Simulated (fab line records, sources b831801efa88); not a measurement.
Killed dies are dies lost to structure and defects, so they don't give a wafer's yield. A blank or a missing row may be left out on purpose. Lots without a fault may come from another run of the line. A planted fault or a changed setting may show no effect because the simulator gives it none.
A struck lot beside a sound one | flow sfq_line | 14 steps out of a route of 325
Sound: wafers L445.1, L445.4, L445.6. Struck: wafers L439.1, L439.2, L439.4. The cause comes at the end.
At each step with rows: each side's tool, then ch and its chambers, then its first start. Under that, the readings that differ: sound wafers | struck wafers | difference of the means | sigmas: that difference in standard deviations of wafers without a fault.
alike: readings whose means differ by less than 2 such deviations, and words and numbers that are the same on both sides. not compared: withheld readings, readings that some wafer has no value for, bounds like >300 that may hide the same value, and numbers for which the record gives no deviation and whose values overlap.
The two part at a step that has a row with sigmas, a row that says differs or no value, or rows on one side only. Numbers that don't overlap but have no deviation are shown without sigmas and don't part them. A reading that every wafer of one side lacks parts them only if that side has two wafers or more.

first, 3 steps without rows for these wafers: SFQ_TRILAYER_I7_VIA_LITHO_EXPOSE_188 (exposes mask I7, target cd 1000 nm); SFQ_TRILAYER_I7_VIA_LITHO_PEB_190 (peb time 60 s); SFQ_TRILAYER_I7_VIA_LITHO_DEVELOP_189 (time 60 s).
SFQ_I7_OVL_MEAS_947:
  sound on overlay-01, day 87 13:54; struck on overlay-02, day 86 19:34
  reading     | sound | struck     | difference | sigmas
  I7_OVL (nm) | 5 1 3 | -1 -12 -13 | -12        | -2
SFQ_TRILAYER_I7_VIA_BARC_OPEN_VIA_ETCH_260: etches BARC in O2, target depth 125 nm, time 41.7 s.
  sound on rie_diel-02 ch 1,2,3, day 87 13:56; struck on rie_diel-02 ch 0,1,3, day 86 19:36
  alike: bias_w, drypump_motor_current_A, oes_product_au
  not compared: rf_hours_counter_h
SFQ_TRILAYER_I7_VIA_ETCH_VIA_ETCH_190: etches SiO2 in CHF3, stops on Nb, target depth 260 nm.
  sound on rie_diel-02 ch 1,2,3, day 87 13:58; struck on rie_diel-02 ch 0,1,3, day 86 19:38
  alike: bias_w, drypump_motor_current_A, oes_product_au
SFQ_TRILAYER_I7_VIA_STRIP_STRIP_191: strips in O2.
  sound on rie_metal-01 ch 0,1, day 87 14:05; struck on rie_metal-03 ch 0,1, day 86 19:46
  alike: drypump_motor_current_A, oes_product_au
  not compared: rf_hours_counter_h
then, 5 steps without rows for these wafers: SFQ_TRILAYER_I7_VIA_STRIP_SOLV_CLEAN_192 (cleans in NMP, time 600 s); SFQ_TRILAYER_M8_LITHO_LOR_COAT_197; SFQ_TRILAYER_M8_LITHO_LOR_BAKE_198; SFQ_TRILAYER_M8_LITHO_COAT_193 (resist thk 600 nm); SFQ_TRILAYER_M8_LITHO_SOFTBAKE_199.
-- the record jumps here: 4 days lie between the struck wafers' starts before and after --
SFQ_TRILAYER_M8_LITHO_EXPOSE_194: exposes mask M8, target cd 2000 nm.
  sound on krf_scanner-01 ch 0, day 91 09:04; struck on krf_scanner-01, day 90 15:04
  no value came back on the struck wafers for exposure_dose_mJ_cm2, focus_offset_nm (nm), reticle_temp_C (C); on the sound wafers exposure_dose_mJ_cm2 reads 14.430 14.414 14.403
  alike: mask
then, 1 step without rows for these wafers: SFQ_TRILAYER_M8_LITHO_PEB_196 (peb time 60 s).

WHERE THEY PART
First at SFQ_I7_OVL_MEAS_947; last, within this record, at SFQ_TRILAYER_M8_LITHO_EXPOSE_194.

WHY: what the simulator had put in
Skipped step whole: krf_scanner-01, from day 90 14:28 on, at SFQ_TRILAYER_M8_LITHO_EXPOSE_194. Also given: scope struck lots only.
